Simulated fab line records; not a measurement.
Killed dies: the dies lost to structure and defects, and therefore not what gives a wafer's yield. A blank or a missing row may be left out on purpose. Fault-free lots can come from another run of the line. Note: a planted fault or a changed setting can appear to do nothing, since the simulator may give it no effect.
Matching of chambers | flow sky130 | pecvd-03 running SKY_CAPM_CVD_00: 3 sister chambers
The step deposits SiO2, target thk 15.5 nm. 6 wafers are shown with their chamber, then 7 later ones without.

WAFERS WITH THEIR CHAMBER
wafer  | chamber | heater power w (W)
L959.3 | 2       | 715
L965.2 | 0       | 604
L965.4 | 1       | 1008
L965.5 | 0       | 647
L974.1 | 2       | 745
L974.3 | 1       | 940

WAFERS WHOSE CHAMBER IS MISSING
wafer  | heater power w (W)
L974.5 | 740
L975.2 | 585
L975.3 | 684
L975.5 | 591
L977.2 | 1051
L977.3 | 518
L977.6 | 509

WHICH CHAMBER EACH WENT THROUGH
wafer  | from the rows above     | in truth
L974.5 | 2                       | 2
L975.2 | 0                       | 0
L975.3 | can't be placed: 2 or 0 | 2
L975.5 | 0                       | 0
L977.2 | 1                       | 1
L977.3 | 0                       | 0
L977.6 | 0                       | 0
Correctly placed: 6 of 7. Can't be placed from these rows: 1 (the true chamber is among the candidates in 1). 0 placed wrongly.
How it was worked out, from the rows above alone: a wafer's distance from a chamber is the root of the sum, over the readings, of the square of ((its reading less the chamber's mean) divided by the reading's scatter). The wafer belongs to the nearest chamber; if the next one is less than 2 further off, it can't be placed. Each chamber's mean is taken over the wafers shown for it. The scatter is the square root of a quotient: the sum, over the shown wafers, of each reading's squared deviation from its chamber's mean, divided by wafers minus chambers.
